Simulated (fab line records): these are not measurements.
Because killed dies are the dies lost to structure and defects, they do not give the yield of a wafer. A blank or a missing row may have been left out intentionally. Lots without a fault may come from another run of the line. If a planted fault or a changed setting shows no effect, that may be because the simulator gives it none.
Which tool is to blame? / flow sky130 / 6 lots, 18 wafers sampled, at 3 steps of a route of 708

## WHAT THE GAUGES SHOWED, per wafer
SKY_VIA1_OVL_MEAS_13.
lot=L529; measured=day 34 05:41; on=overlay-02; VIA1_OVL (nm)=1 0 3
lot=L540; measured=day 37 21:34; on=overlay-02; VIA1_OVL (nm)=2 -6 0
lot=L543; measured=day 39 08:46; on=overlay-02; VIA1_OVL (nm)=2 3 10
lot=L547; measured=day 40 08:22; on=overlay-01; VIA1_OVL (nm)=6 9 -1
lot=L549; measured=day 40 15:21; on=overlay-02; VIA1_OVL (nm)=4 9 11
lot=L551; measured=day 41 01:18; on=overlay-01; VIA1_OVL (nm)=9 5 10

## TOOL THAT RAN EACH LOT (tool first, then ch and the chambers of the sampled wafers, then the start)
lot=L529; SKY_CONTACT_STRIP_19=plasma_asher-01 ch 0,1, day 31 20:40; SKY_VIA1_CMP_02=cmp-01 ch 1,2,3, day 33 02:47
lot=L540; SKY_CONTACT_STRIP_19=plasma_asher-02 ch 0,1, day 35 15:36; SKY_VIA1_CMP_02=cmp-01 ch 0,2,3, day 36 19:55
lot=L543; SKY_CONTACT_STRIP_19=plasma_asher-01 ch 0,1, day 37 01:44; SKY_VIA1_CMP_02=cmp-02 ch 1,2, day 38 06:44
lot=L547; SKY_CONTACT_STRIP_19=plasma_asher-01 ch 0,1, day 38 02:58; SKY_VIA1_CMP_02=cmp-02 ch 1,2,3, day 39 07:03
lot=L549; SKY_CONTACT_STRIP_19=plasma_asher-04 ch 0,1, day 38 08:41; SKY_VIA1_CMP_02=cmp-01 ch 0,1,3, day 39 13:57
lot=L551; SKY_CONTACT_STRIP_19=plasma_asher-02 ch 0,1, day 38 21:13; SKY_VIA1_CMP_02=cmp-01 ch 1,2,3, day 40 00:47
- SKY_CONTACT_STRIP_19: strips in O2/N2.
- SKY_VIA1_CMP_02: polishes SiO2.

## THE ANSWER, worked out from the rows above alone
Rule: usual is defined by the lots themselves. The widest of any qualifying gaps counts: lots, ordered by their means at a reading, are off when they make up no more than a third of the lots, leave a main group of 4 or more, and stand apart from it by 3 or more times the standard deviation of that group's means. Not used: any main group whose means are identical at the precision the tables above print for the reading. A lot without any number at a reading at which 4 lots or more have one is off too. Where the step has rows for the other lots, those lots are counted as sound.
None of the lots is off at any reading shown; this tells nothing.

## WHAT THE SIMULATOR HAD INSERTED
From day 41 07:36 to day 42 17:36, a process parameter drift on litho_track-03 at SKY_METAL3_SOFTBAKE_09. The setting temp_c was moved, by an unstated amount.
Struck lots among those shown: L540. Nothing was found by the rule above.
